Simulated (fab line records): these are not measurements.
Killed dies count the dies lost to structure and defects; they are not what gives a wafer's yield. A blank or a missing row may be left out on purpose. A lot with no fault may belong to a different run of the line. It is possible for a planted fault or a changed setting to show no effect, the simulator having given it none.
Which of the tools did it? | flow gf180mcu | 24 lots, 72 wafers sampled, at 5 steps of a route of 602

WHAT THE GAUGES SHOWED, per wafer
GF_HV_LDD_TW_MEAS_38.
lot  | measured     | on            | HV_LDD_3_TW
L074 | day 11 13:13 | film-metro-03 | 1442 1439 1441
L075 | day 11 19:18 | film-metro-04 | 1448 1447 1448
L076 | day 12 03:48 | film-metro-02 | 1441 1447 1437
L077 | day 12 08:54 | film-metro-02 | 1445 1450 1439
L078 | day 12 18:26 | film-metro-03 | 1441 1435 1435
L079 | day 13 08:12 | film-metro-03 | 1417 1445 1431
L080 | day 13 12:48 | film-metro-02 | 1442 1437 1443
L081 | day 13 22:15 | film-metro-02 | 1451 1436 1439
L082 | day 14 05:57 | film-metro-03 | 1444 1442 1445
L083 | day 14 10:40 | film-metro-04 | 1445 1447 1443
L084 | day 15 02:52 | film-metro-04 | 1455 1438 1442
L085 | day 15 06:40 | film-metro-03 | 1442 1443 1446
L086 | day 15 10:04 | film-metro-03 | 1444 1447 1444
L087 | day 15 17:51 | film-metro-04 | 1443 1446 1441
L088 | day 16 02:23 | film-metro-03 | 1433 1436 1434
L089 | day 16 10:25 | film-metro-04 | 1449 1460 1445
L090 | day 16 16:58 | film-metro-03 | 1435 1439 1430
L091 | day 16 22:38 | film-metro-02 | 1443 1432 1433
L092 | day 17 08:07 | film-metro-04 | 1439 1437 1448
L093 | day 17 20:16 | film-metro-02 | 1437 1441 1438
L094 | day 18 05:07 | film-metro-02 | 1449 1446 1447
L095 | day 18 11:19 | film-metro-04 | 1442 1439 1439
L096 | day 18 22:01 | film-metro-04 | 1439 1439 1446
L097 | day 19 00:50 | film-metro-03 | 1437 1434 1441

GF_V2_THK_MEAS_25: measures by xrf.
lot  | measured     | on            | V2_W_THK (nm)
L074 | day 20 05:28 | film-metro-02 | 360 358 362
L075 | day 20 13:30 | film-metro-04 | 348 355 355
L076 | day 20 23:14 | film-metro-03 | 353 349 345
L077 | day 21 05:34 | film-metro-04 | 340 338 339
L078 | day 21 19:02 | film-metro-02 | 357 353 353
L079 | day 22 10:16 | film-metro-04 | 349 349 356
L080 | day 22 17:34 | film-metro-03 | 349 350 355
L081 | day 23 02:16 | film-metro-03 | 344 337 339
L082 | day 23 11:26 | film-metro-03 | 358 359 362
L083 | day 23 15:23 | film-metro-02 | 348 351 346
L084 | day 24 09:56 | film-metro-02 | 350 359 351
L085 | day 24 13:02 | film-metro-03 | 351 356 365
L086 | day 24 16:28 | film-metro-03 | 360 347 355
L087 | day 24 22:50 | film-metro-03 | 341 347 350
L088 | day 25 07:09 | film-metro-04 | 351 359 353
L089 | day 25 16:38 | film-metro-02 | 335 338 345
L090 | day 25 19:26 | film-metro-03 | 362 361 352
L091 | day 26 01:53 | film-metro-03 | 336 342 339
L092 | day 26 12:01 | film-metro-03 | 341 340 340
L093 | day 26 22:02 | film-metro-03 | 336 337 339
L094 | day 27 05:04 | film-metro-04 | 340 339 340
L095 | day 27 13:02 | film-metro-04 | 361 365 358
L096 | day 27 21:56 | film-metro-04 | 346 347 343
L097 | day 27 22:35 | film-metro-02 | 356 363 359

GF_V5_CD_MEAS_14: the cd target is 260 nm.
lot  | measured     | on        | cd-nm (nm)
L074 | day 27 03:55 | cd-sem-02 | 258.8 257.5 256.5
L075 | day 27 09:05 | cd-sem-02 | 262.0 263.9 262.4
L076 | day 27 16:52 | cd-sem-02 | 263.0 262.9 261.1
L077 | day 27 22:17 | cd-sem-01 | 260.6 261.1 261.2
L078 | day 28 10:20 | cd-sem-02 | 261.5 261.8 261.9
L079 | day 28 22:31 | cd-sem-01 | 264.7 263.9 262.9
L080 | day 29 06:04 | cd-sem-01 | 260.6 260.6 259.5
L081 | day 29 12:04 | cd-sem-01 | 259.4 260.4 260.6
L082 | day 29 20:33 | cd-sem-02 | 258.7 259.4 260.5
L083 | day 29 23:05 | cd-sem-02 | 261.3 260.9 260.8
L084 | day 30 15:18 | cd-sem-02 | 259.6 259.2 260.4
L085 | day 30 17:04 | cd-sem-02 | 259.5 258.6 260.0
L086 | day 30 20:55 | cd-sem-01 | 259.6 259.2 259.5
L087 | day 31 02:17 | cd-sem-01 | 257.3 258.4 257.8
L088 | day 31 06:10 | cd-sem-02 | 261.9 261.1 261.8
L089 | day 31 17:59 | cd-sem-01 | 259.9 260.8 259.1
L090 | day 31 18:26 | cd-sem-01 | 258.9 259.6 259.7
L091 | day 31 22:46 | cd-sem-02 | 258.3 258.9 258.9
L092 | day 32 07:35 | cd-sem-02 | 259.9 260.3 260.4
L093 | day 32 16:13 | cd-sem-02 | 261.7 261.5 260.0
L094 | day 32 19:31 | cd-sem-01 | 260.1 260.8 260.9
L095 | day 33 05:04 | cd-sem-02 | 260.3 260.5 259.3
L096 | day 33 10:08 | cd-sem-01 | 260.2 258.3 260.3
L097 | day 33 10:13 | cd-sem-02 | 258.0 258.6 257.9

TOOL THAT RAN EACH LOT (tool first, then ch and the chambers of the sampled wafers, then the start)
lot  | GF_VT_IMPLANT_STRIP_09               | GF_V4_CVD_02
L074 | plasma-asher-04 ch 0,1, day 5 15:52  | pecvd-04 ch 0,1,2, day 23 09:23
L075 | plasma-asher-03 ch 0,1, day 5 21:14  | pecvd-03 ch 0,1, day 23 16:08
L076 | plasma-asher-03 ch 1, day 6 03:20    | pecvd-03 ch 0,1,2, day 24 01:09
L077 | plasma-asher-03 ch 0,1, day 6 08:23  | pecvd-02 ch 0,2, day 24 06:39
L078 | plasma-asher-03 ch 0, day 6 14:44    | pecvd-03 ch 0,1,2, day 24 20:07
L079 | plasma-asher-04 ch 0,1, day 7 00:38  | pecvd-03 ch 0,1,2, day 25 09:50
L080 | plasma-asher-02 ch 0,1, day 7 03:20  | pecvd-03 ch 0,2, day 25 17:12
L081 | plasma-asher-02 ch 0,1, day 7 10:38  | pecvd-04 ch 0,1, day 26 01:11
L082 | plasma-asher-04 ch 0,1, day 7 18:11  | pecvd-04 ch 0,1,2, day 26 10:08
L083 | plasma-asher-02 ch 0,1, day 7 22:41  | pecvd-03 ch 0,2, day 26 12:10
L084 | plasma-asher-04 ch 0,1, day 8 10:46  | pecvd-03 ch 1,2, day 27 05:56
L085 | plasma-asher-03 ch 0, day 8 12:01    | pecvd-04 ch 0,2, day 27 09:00
L086 | plasma-asher-03 ch 0,1, day 8 17:19  | pecvd-03 ch 0,2, day 27 12:29
L087 | plasma-asher-02 ch 0,1, day 8 22:44  | pecvd-04 ch 0,1, day 27 17:28
L088 | plasma-asher-04 ch 0,1, day 9 03:59  | pecvd-04 ch 0,2, day 28 01:16
L089 | plasma-asher-03 ch 0,1, day 9 11:32  | pecvd-04 ch 0,1,2, day 28 10:47
L090 | plasma-asher-02 ch 0,1, day 9 16:46  | pecvd-04 ch 0,2, day 28 13:09
L091 | plasma-asher-03 ch 0,1, day 9 22:44  | pecvd-02 ch 0,1,2, day 28 19:00
L092 | plasma-asher-03 ch 0,1, day 10 04:26 | pecvd-04 ch 1,2, day 29 04:47
L093 | plasma-asher-03 ch 0,1, day 10 12:43 | pecvd-03 ch 0,1, day 29 13:42
L094 | plasma-asher-02 ch 0,1, day 10 20:02 | pecvd-04 ch 0,1,2, day 29 19:37
L095 | plasma-asher-03 ch 0,1, day 11 03:17 | pecvd-02 ch 0,1,2, day 30 04:18
L096 | plasma-asher-03 ch 0,1, day 11 08:13 | pecvd-03 ch 0,1,2, day 30 10:19
L097 | plasma-asher-04 ch 0,1, day 11 13:34 | pecvd-02 ch 0,1,2, day 30 10:34
- GF_VT_IMPLANT_STRIP_09: strips in O2/N2.
- GF_V4_CVD_02: deposits SiO2 from TEOS, target thk 850 nm, time 94.851 s.

AS READ BY THE TOOLS THEMSELVES (means over the sampled wafers that have a number; for cases with no such wafer, the mark the record gives instead)
GF_VT_IMPLANT_STRIP_09.
lot  | tool            | chamber-pressure-mTorr (mTorr) | drypump-motor-current-A (A) | heater-power-w (W) | oes-product-au (a.u.) | platen-temp-c (C) | strip-time-to-endpoint-s (s)
L074 | plasma-asher-04 | 1499.8                         | 5.68                        | 321                | 0.720                 | 250.15            | 12.59
L075 | plasma-asher-03 | 1500.7                         | 5.96                        | 329                | 0.715                 | 250.00            | 12.63
L076 | plasma-asher-03 | 1499.3                         | 6.18                        | 341                | 0.718                 | 250.26            | 12.61
L077 | plasma-asher-03 | 1499.9                         | 6.08                        | 332                | 0.714                 | 249.96            | 12.62
L078 | plasma-asher-03 | 1500.0                         | 5.86                        | 325                | 0.717                 | 249.94            | 12.58
L079 | plasma-asher-04 | 1499.3                         | 5.67                        | 322                | 0.716                 | 250.37            | 12.59
L080 | plasma-asher-02 | 1498.9                         | 5.92                        | 326                | 0.714                 | 249.91            | 12.63
L081 | plasma-asher-02 | 1501.3                         | 5.74                        | 339                | 0.715                 | 250.11            | 12.59
L082 | plasma-asher-04 | 1499.4                         | 5.63                        | 333                | 0.718                 | 249.90            | 12.65
L083 | plasma-asher-02 | 1500.0                         | 5.92                        | 325                | 0.714                 | 250.14            | 12.59
L084 | plasma-asher-04 | 1501.5                         | 5.67                        | 319                | 0.716                 | 250.02            | 12.67
L085 | plasma-asher-03 | 1501.4                         | 5.84                        | 330                | 0.718                 | 250.11            | 12.58
L086 | plasma-asher-03 | 1499.5                         | 6.05                        | 335                | 0.720                 | 250.11            | 12.62
L087 | plasma-asher-02 | 1500.9                         | 5.91                        | 324                | 0.719                 | 249.98            | 12.72
L088 | plasma-asher-04 | 1501.2                         | 5.66                        | 325                | 0.718                 | 250.07            | 12.64
L089 | plasma-asher-03 | 1499.9                         | 6.05                        | 334                | 0.720                 | 250.03            | 12.64
L090 | plasma-asher-02 | 1499.0                         | 5.75                        | 335                | 0.721                 | 250.17            | 12.61
L091 | plasma-asher-03 | 1499.2                         | 5.96                        | 330                | 0.717                 | 249.92            | 12.61
L092 | plasma-asher-03 | 1499.8                         | 5.94                        | 327                | 0.714                 | 249.99            | 12.62
L093 | plasma-asher-03 | 1500.1                         | 6.04                        | 335                | 0.712                 | 250.00            | 12.61
L094 | plasma-asher-02 | 1500.4                         | 5.91                        | 322                | 0.716                 | 249.86            | 12.56
L095 | plasma-asher-03 | 1499.7                         | 5.92                        | 326                | 0.712                 | 250.01            | 12.62
L096 | plasma-asher-03 | 1498.1                         | 6.03                        | 331                | 0.717                 | 249.78            | 12.56
L097 | plasma-asher-04 | 1500.8                         | 5.63                        | 336                | 0.718                 | 249.97            | 12.69

GF_V4_CVD_02.
lot  | tool     | heater-power-w (W)
L074 | pecvd-04 | 737
L075 | pecvd-03 | 624
L076 | pecvd-03 | 561
L077 | pecvd-02 | 623
L078 | pecvd-03 | 587
L079 | pecvd-03 | 561
L080 | pecvd-03 | 565
L081 | pecvd-04 | 736
L082 | pecvd-04 | 682
L083 | pecvd-03 | 579
L084 | pecvd-03 | 573
L085 | pecvd-04 | 762
L086 | pecvd-03 | 545
L087 | pecvd-04 | 703
L088 | pecvd-04 | 816
L089 | pecvd-04 | 722
L090 | pecvd-04 | 787
L091 | pecvd-02 | 649
L092 | pecvd-04 | 686
L093 | pecvd-03 | 520
L094 | pecvd-04 | 679
L095 | pecvd-02 | 649
L096 | pecvd-03 | 595
L097 | pecvd-02 | 658

THE ANSWER, worked out from the rows above alone
Rule: usual is defined by the lots themselves. The widest of any qualifying gaps counts: lots, ordered by their means at a reading, are off when they make up no more than a third of the lots, leave a main group of 4 or more, and stand apart from it by 3 or more times the standard deviation of that group's means. A main group whose means are all the same, to the digits that the tables above print for the reading, isn't used. A lot without any number at a reading at which 4 lots or more have one is off too. The other lots that the step has rows for count as sound. Order of review: gauges by route order, followed by the tools' own readings, for which a lot's mean as printed above is used. At the first step where some lot is off, the reading lying furthest off is the one used; lots without a number count as furthest.
None of the lots is off at any reading shown; this tells nothing.

WHAT THE SIMULATOR PUT IN
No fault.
